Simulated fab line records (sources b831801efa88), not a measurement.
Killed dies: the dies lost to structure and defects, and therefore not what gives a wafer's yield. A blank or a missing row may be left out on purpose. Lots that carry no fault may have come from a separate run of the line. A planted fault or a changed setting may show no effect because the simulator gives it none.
A lot that was struck, set against a sound lot    flow gf180mcu    15 steps out of a route of 602
Sound: the wafers L816.3, L816.4, L816.5. Struck: wafer L826.1. (L826.2, L826.3 of the same lot were not struck and are left out.) The cause comes at the end.
Per side, at each step with rows, come the tool, then ch with its chambers, and then its first start. Under that, the readings that differ: sound wafers    struck wafers    difference of the means    sigmas: that difference in standard deviations of wafers without a fault.
alike: same words and numbers on both sides, and readings whose means sit less than 2 such deviations apart. not compared: any withheld reading, any reading some wafer has no value for, any bound like >300 that may hide the same value, and any number with overlapping values for which the record gives no deviation.
A row with sigmas, a row that says differs or no value, or rows on one side alone: a step with any of these is where the two part. Non-overlapping numbers with no deviation appear without sigmas and do not part them. A reading missing from all wafers of one side parts the sides only when that side holds two or more wafers.

first, 2 steps without rows for these wafers: GF_V5_ETCH_16 (etches BARC in N2/H2); GF_V5_ETCH_17 (etches SiO2 in C4F8/O2/Ar, stops on TiN, target depth 855 nm).
GF_V5_STRIP_18: strips in O2/N2.
  sound on plasma asher-03 ch 0,1, day 28 01:02; struck on plasma asher-04 ch 1, day 30 18:25
reading                 sound  struck  difference                    sigmas
rf hours counter h (h)  - - -  65      no value on the sound wafers  
  alike: drypump motor current A, heater power w, n2 flow sccm, oes product au
then, 2 steps without rows for these wafers: GF_V5_STRIP_19 (strips in post etch residue remover, time 1200 s); GF_V5_CLEAN_20 (cleans in DIW).
GF_V5_SPUTTER_21: material Ti, target thk 15 nm, time 80.02 s.
  sound on pvd sputter-01, day 28 01:32; struck on pvd sputter-01, day 30 18:56
  alike: cathode dc power W, throttle valve pct
GF_V5_SPUTTER_22: material TiN, target thk 10 nm, time 40 s.
  sound on pvd sputter-01, day 28 01:36; struck on pvd sputter-01, day 30 19:00
  alike: cathode dc power W, throttle valve pct
GF_V5_CVD_23: deposits W, target thk 350 nm, time 104.9 s.
  sound on cvd w-01 ch 0,1, day 28 01:41; struck on cvd w-02 ch 1, day 30 19:02
reading             sound          struck  difference  sigmas
heater power w (W)  1002 844 1006  684     -267        -2
GF_V5_RS_MEAS_24: uses a four-point probe to measure.
  sound on film metro-01, day 28 01:47; struck on film metro-04, day 30 19:10
  alike: V5_W_RS
GF_V5_THK_MEAS_25: measures by xrf.
  sound on film metro-01, day 28 01:53; struck on film metro-04, day 30 19:17
  alike: V5_W_THK
then, 1 step without rows for these wafers: GF_V5_CMP_26 (polishes, stops on SiO2, t overpolish 15 s, target thk 0 nm).
GF_TOP_METAL_SPUTTER_00: material Ti, target thk 37.5 nm, time 150 s.
  sound on pvd sputter-02, day 28 03:14; struck on pvd sputter-02, day 30 19:38
  alike: cathode dc power W, throttle valve pct
GF_TOP_METAL_SPUTTER_01: material TiN, target thk 30 nm, time 25 s.
  sound on pvd sputter-02, day 28 03:20; struck on pvd sputter-02, day 30 19:44
reading                                        sound                 struck  difference  sigmas
cathode dc power W (W)                         6499.5 6501.7 6501.1  5692.2  -808.6      -99 or more
model.TiN_of_TOP_METAL_SPUTTER_01.thk nm (nm)  30.17 30.26 30.56     26.5    -3.8        
  alike: throttle valve pct
then, 1 step without rows for these wafers: GF_TOP_METAL_SPUTTER_02 (material AlCu, target thk 900 nm, time 47.82 s).
GF_PASSIVATION_PROBE_99:
  only the struck wafers here have rows in the record (prober-02, day 32 09:19); the sound ones have none

## WHERE THEY PART
First at GF_V5_STRIP_18; last, within this record, at GF_PASSIVATION_PROBE_99.

WHY: the cause the simulator had injected
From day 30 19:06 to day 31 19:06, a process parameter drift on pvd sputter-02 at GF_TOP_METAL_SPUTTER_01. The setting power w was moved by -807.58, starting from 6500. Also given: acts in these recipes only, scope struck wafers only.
